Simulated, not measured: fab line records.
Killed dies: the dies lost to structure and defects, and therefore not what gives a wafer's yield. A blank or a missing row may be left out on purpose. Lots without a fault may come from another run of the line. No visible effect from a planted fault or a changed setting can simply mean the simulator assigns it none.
What tool caused it? / flow sfqLine / 20 wafers from 7 lots sampled at 5 of the route's 325 steps

== WHAT THE GAUGES READ, wafer by wafer ==
SFQ_I3_BOW_MEAS_922.
lot=L595; measured=day 27 22:56; on=filmMetro-03; I3_BOW (um)=8 12 8
lot=L598; measured=day 34 04:05; on=filmMetro-03; I3_BOW (um)=3 -8 -2
lot=L601; measured=day 36 00:25; on=filmMetro-01; I3_BOW (um)=7 0 -3
lot=L603; measured=day 37 12:02; on=filmMetro-03; I3_BOW (um)=-10 0
lot=L605; measured=day 38 08:37; on=filmMetro-01; I3_BOW (um)=7 -7 -1
lot=L614; measured=day 41 07:04; on=filmMetro-03; I3_BOW (um)=8 7 9
lot=L617; measured=day 41 19:01; on=filmMetro-02; I3_BOW (um)=-11 -10 3

== WHAT TOOL EACH LOT RAN ON (gives the tool, then ch and the chambers of the sampled wafers, and finally the start) ==
lot=L595; SFQ_TRILAYER_L0_VIA_BARC_OPEN_VIA_ETCH_021=rieDiel-02 ch 2,3, day 5 13:07; SFQ_TRILAYER_I2_CMP_CMP_064=cmp-01 ch 1,3, day 20 11:28; SFQ_TRILAYER_I2_METRO_MEASURE_065=filmMetro-03, day 20 14:59; SFQ_TRILAYER_I2_VIA_ETCH_VIA_ETCH_070=rieDiel-02 ch 2,3, day 27 00:28
lot=L598; SFQ_TRILAYER_L0_VIA_BARC_OPEN_VIA_ETCH_021=rieDiel-01 ch 0,2,3, day 6 05:56; SFQ_TRILAYER_I2_CMP_CMP_064=cmp-02 ch 0,2,3, day 21 13:20; SFQ_TRILAYER_I2_METRO_MEASURE_065=filmMetro-01, day 21 15:39; SFQ_TRILAYER_I2_VIA_ETCH_VIA_ETCH_070=rieDiel-03 ch 0,1,3, day 28 01:29
lot=L601; SFQ_TRILAYER_L0_VIA_BARC_OPEN_VIA_ETCH_021=rieDiel-03 ch 0,1,2, day 7 06:56; SFQ_TRILAYER_I2_CMP_CMP_064=cmp-01 ch 0,1, day 23 02:55; SFQ_TRILAYER_I2_METRO_MEASURE_065=filmMetro-03, day 23 06:38; SFQ_TRILAYER_I2_VIA_ETCH_VIA_ETCH_070=rieDiel-02 ch 0,3, day 29 14:49
lot=L603; SFQ_TRILAYER_L0_VIA_BARC_OPEN_VIA_ETCH_021=rieDiel-03 ch 2,3, day 7 20:08; SFQ_TRILAYER_I2_CMP_CMP_064=cmp-02 ch 0,3, day 24 03:00; SFQ_TRILAYER_I2_METRO_MEASURE_065=filmMetro-03, day 24 06:19; SFQ_TRILAYER_I2_VIA_ETCH_VIA_ETCH_070=rieDiel-04 ch 0,3, day 30 15:33
lot=L605; SFQ_TRILAYER_L0_VIA_BARC_OPEN_VIA_ETCH_021=rieDiel-01 ch 0,1,2, day 8 06:56; SFQ_TRILAYER_I2_CMP_CMP_064=cmp-01 ch 0,2,3, day 25 05:24; SFQ_TRILAYER_I2_METRO_MEASURE_065=filmMetro-03, day 25 08:13; SFQ_TRILAYER_I2_VIA_ETCH_VIA_ETCH_070=rieDiel-03 ch 1,3, day 31 14:21
lot=L614; SFQ_TRILAYER_L0_VIA_BARC_OPEN_VIA_ETCH_021=rieDiel-03 ch 0,1,2, day 10 12:44; SFQ_TRILAYER_I2_CMP_CMP_064=cmp-01 ch 0,1, day 28 05:24; SFQ_TRILAYER_I2_METRO_MEASURE_065=filmMetro-03, day 28 08:25; SFQ_TRILAYER_I2_VIA_ETCH_VIA_ETCH_070=rieDiel-02 ch 0,1,3, day 34 07:24
lot=L617; SFQ_TRILAYER_L0_VIA_BARC_OPEN_VIA_ETCH_021=rieDiel-02 ch 0,1,2, day 11 03:35; SFQ_TRILAYER_I2_CMP_CMP_064=cmp-01 ch 0,2,3, day 34 16:55; SFQ_TRILAYER_I2_METRO_MEASURE_065=filmMetro-01, day 34 19:02; SFQ_TRILAYER_I2_VIA_ETCH_VIA_ETCH_070=rieDiel-04 ch 0,3, day 34 23:52
- SFQ_TRILAYER_L0_VIA_BARC_OPEN_VIA_ETCH_021: etches BARC in O2, target depth 125 nm, time 41.7 s.
- SFQ_TRILAYER_I2_CMP_CMP_064: polishes SiO2.
- SFQ_TRILAYER_I2_METRO_MEASURE_065
- SFQ_TRILAYER_I2_VIA_ETCH_VIA_ETCH_070: etches SiO2 in CHF3, stops on Nb, target depth 260 nm.

== THE ANSWER, worked out from the rows above alone ==
Rule: usual is defined by the lots themselves. Put in order of their means at a reading, lots are off if they are a third of the lots or fewer, leave a main group of 4 or more, and stand apart from it by a gap of 3 or more times the standard deviation of the main group's means; of several such gaps the widest counts. If all means in a main group match to the digits the tables above print for the reading, that group is not used. A lot without any number at a reading at which 4 lots or more have one is off too. Where the step has rows for the other lots, those lots are counted as sound.
None of the lots is off at any reading shown; this tells nothing.

== WHAT HAD BEEN PUT IN BY THE SIMULATOR ==
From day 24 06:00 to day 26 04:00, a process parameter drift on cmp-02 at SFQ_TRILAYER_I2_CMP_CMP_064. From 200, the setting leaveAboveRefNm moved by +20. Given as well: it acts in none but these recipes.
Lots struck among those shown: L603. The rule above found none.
